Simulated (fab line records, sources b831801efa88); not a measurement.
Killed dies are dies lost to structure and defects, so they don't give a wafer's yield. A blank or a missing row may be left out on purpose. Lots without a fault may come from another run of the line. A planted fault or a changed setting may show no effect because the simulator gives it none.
A struck lot beside a sound one | flow sky130 | 23 steps out of a route of 708
Sound: wafers L632.1, L632.3, L632.6. Struck: wafer L641.1. (L641.4, L641.5 of the same lot were not struck and are left out.) The cause comes at the end.
At each step with rows: each side's tool, then ch and its chambers, then its first start. Under that, the readings that differ: sound wafers | struck wafers | difference of the means | sigmas: that difference in standard deviations of wafers without a fault.
alike: readings whose means differ by less than 2 such deviations, and words and numbers that are the same on both sides. not compared: withheld readings, readings that some wafer has no value for, bounds like >300 that may hide the same value, and numbers for which the record gives no deviation and whose values overlap.
The two part at a step that has a row with sigmas, a row that says differs or no value, or rows on one side only. Numbers that don't overlap but have no deviation are shown without sigmas and don't part them. A reading that every wafer of one side lacks parts them only if that side has two wafers or more.

SKY_METAL2_ETCH_18: etches BARC in N2/H2, stops on SiO2, time 45.9 s, target depth 60 nm.
  sound on rie_metal-04 ch 0,1, day 39 08:49; struck on rie_metal-01 ch 1, day 41 07:19
  alike: drypump_motor_current_A, oes_product_au, throttle_valve_pct
  not compared: rf_hours_counter_h
SKY_METAL2_METAL_ETCH_19: etches the open film in Cl2/BCl3, stops on SiO2, target depth 360 nm, time 78 s.
  sound on rie_metal-04 ch 0,1, day 39 08:53; struck on rie_metal-01 ch 1, day 41 07:23
  alike: drypump_motor_current_A, oes_product_au, throttle_valve_pct
  not compared: rf_hours_counter_h
SKY_METAL2_STRIP_20: strips in O2/N2.
  sound on plasma_asher-02 ch 0,1, day 39 08:58; struck on plasma_asher-02 ch 1, day 41 07:28
  reading                      | sound             | struck | difference | sigmas
  strip_time_to_endpoint_s (s) | 2.744 2.720 2.718 | 2.664  | -0.063     | -2
  alike: drypump_motor_current_A, oes_product_au
  not compared: rf_hours_counter_h
then, 4 steps without rows for these wafers: SKY_METAL2_STRIP_21 (strips in post etch residue remover, time 1200 s); SKY_METAL2_CLEAN_22 (cleans in IPA, time 180 s); SKY_METAL2_CLEAN_23 (cleans in O3/DIW); SKY_VIA2_HDPCVD_00 (deposits SiO2, target thk 1180 nm, time 196.7 s).
SKY_VIA2_THK_MEAS_01:
  sound on film_metro-01, day 39 09:43; struck on film_metro-03, day 41 08:14
  alike: VIA2_HDPCVD_THK
SKY_VIA2_CMP_02: polishes SiO2.
  sound on cmp-01 ch 0,1, day 39 09:50; struck on cmp-02 ch 1, day 41 08:20
  alike: edge_zone_pressure_frac, motor_current_A
SKY_VIA2_BOW_MEAS_03:
  sound on film_metro-03, day 39 10:05; struck on film_metro-02, day 41 08:35
  alike: VIA2_BOW
then, 2 steps without rows for these wafers: SKY_VIA2_DEHYDRATE_04 (time 60 s); SKY_VIA2_HMDS_05 (prime time 60 s).
SKY_VIA2_COAT_06: resist thk 60 nm.
  sound on litho_track-04 ch 0, day 39 20:58; struck on litho_track-04 ch 0, day 41 19:55
  alike: dispense_pressure_kPa
then, 5 steps without rows for these wafers: SKY_VIA2_COAT_07 (resist thk 450 nm); SKY_VIA2_SOFTBAKE_08 (time 90 s); SKY_VIA2_EXPOSE_09 (exposes mask VIM2, target cd 200 nm); SKY_VIA2_PEB_10; SKY_VIA2_DEVELOP_11 (develop time 60 s).
SKY_VIA2_CD_MEAS_12: target cd 200 nm.
  sound on cd_sem-01, day 40 09:59; struck on cd_sem-01, day 42 08:56
  alike: cd_nm
SKY_VIA2_OVL_MEAS_13:
  sound on overlay-01, day 40 10:07; struck on overlay-01, day 42 09:04
  alike: VIA2_OVL
SKY_VIA2_ETCH_14: etches BARC in N2/H2, stops on SiO2, time 45.9 s, target depth 60 nm.
  sound on rie_diel-01 ch 0,2, day 40 10:08; struck on rie_diel-03 ch 1, day 42 09:05
  reading                  | sound             | struck | difference | sigmas
  oes_product_au (a.u.)    | 0.859 0.854 0.864 | 0.880  | +0.021     | +4
  model.etch.depth_nm (nm) | 60.28 60.13 60.29 | 63.45  | +3.22      |
  alike: drypump_motor_current_A, throttle_valve_pct
  not compared: rf_hours_counter_h
SKY_VIA2_ETCH_15: etches SiO2 in C4F8/O2/Ar, stops on TiN, target depth 546 nm, time 84 s.
  sound on rie_diel-01 ch 0,2, day 40 10:11; struck on rie_diel-03 ch 1, day 42 09:08
  alike: oes_product_au
  not compared: rf_hours_counter_h
SKY_PAD_OPEN_PROBE_99:
  the record has rows for the sound wafers here (prober-02, day 48 22:48) and none for the struck ones

WHERE THEY PART
First at SKY_METAL2_STRIP_20; last, within this record, at SKY_PAD_OPEN_PROBE_99.

WHY: what the simulator had put in
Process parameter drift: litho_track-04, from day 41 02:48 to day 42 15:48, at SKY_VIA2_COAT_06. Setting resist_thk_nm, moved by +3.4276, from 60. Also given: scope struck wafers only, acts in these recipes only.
